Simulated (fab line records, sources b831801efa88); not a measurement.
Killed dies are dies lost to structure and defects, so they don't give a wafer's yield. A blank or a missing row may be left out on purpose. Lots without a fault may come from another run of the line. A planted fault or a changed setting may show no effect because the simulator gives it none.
Which tool did it? | flow gf180mcu | 6 lots, 18 wafers sampled, at 3 steps of a route of 602

WHAT THE GAUGES READ, wafer by wafer
GF_HV_LDD_CD_MEAS_46: target cd 400 nm.
lot  | measured     | on        | cd_nm (nm)
L198 | day 13 16:01 | cd_sem-02 | 404.6 404.2 401.8
L205 | day 16 07:07 | cd_sem-01 | 400.0 400.3 400.5
L209 | day 17 15:14 | cd_sem-01 | 400.1 397.4 401.2
L212 | day 18 10:44 | cd_sem-01 | 402.3 402.3 402.2
L214 | day 19 05:30 | cd_sem-01 | 397.3 397.8 398.2
L216 | day 19 17:17 | cd_sem-01 | 401.5 401.7 400.9

WHICH TOOL RAN EACH LOT (tool, then ch and the chambers of the sampled wafers, then the start)
lot  | GF_POLY_GATE_ETCH_12               | GF_HV_LDD_EXPOSE_43
L198 | rie_diel-02 ch 0,1,3, day 10 10:04 | iline_stepper-01 ch 0, day 13 06:23
L205 | rie_diel-01 ch 2,3, day 12 13:19   | iline_stepper-02 ch 0, day 15 19:55
L209 | rie_diel-01 ch 0,2,3, day 13 20:25 | iline_stepper-01 ch 0, day 17 03:35
L212 | rie_diel-01 ch 0,1, day 14 13:07   | iline_stepper-02 ch 0, day 17 23:02
L214 | rie_diel-01 ch 0,2, day 15 06:31   | iline_stepper-01 ch 0, day 18 16:56
L216 | rie_diel-02 ch 1,3, day 15 16:58   | iline_stepper-01 ch 0, day 19 05:20
- GF_POLY_GATE_ETCH_12: etches BARC in N2/H2.
- GF_HV_LDD_EXPOSE_43: exposes mask Pplus HV AREA, target cd 400 nm.

THE ANSWER, worked out from the rows above alone
Rule: what is usual is taken from the lots themselves. Put in order of their means at a reading, lots are off if they are a third of the lots or fewer, leave a main group of 4 or more, and stand apart from it by a gap of 3 or more times the standard deviation of the main group's means; of several such gaps the widest counts. A main group whose means are all the same, to the digits that the tables above print for the reading, isn't used. A lot without any number at a reading at which 4 lots or more have one is off too. The other lots that the step has rows for count as sound.
No lot is off at any reading shown: from this, nothing can be told.

WHAT THE SIMULATOR HAD PUT IN
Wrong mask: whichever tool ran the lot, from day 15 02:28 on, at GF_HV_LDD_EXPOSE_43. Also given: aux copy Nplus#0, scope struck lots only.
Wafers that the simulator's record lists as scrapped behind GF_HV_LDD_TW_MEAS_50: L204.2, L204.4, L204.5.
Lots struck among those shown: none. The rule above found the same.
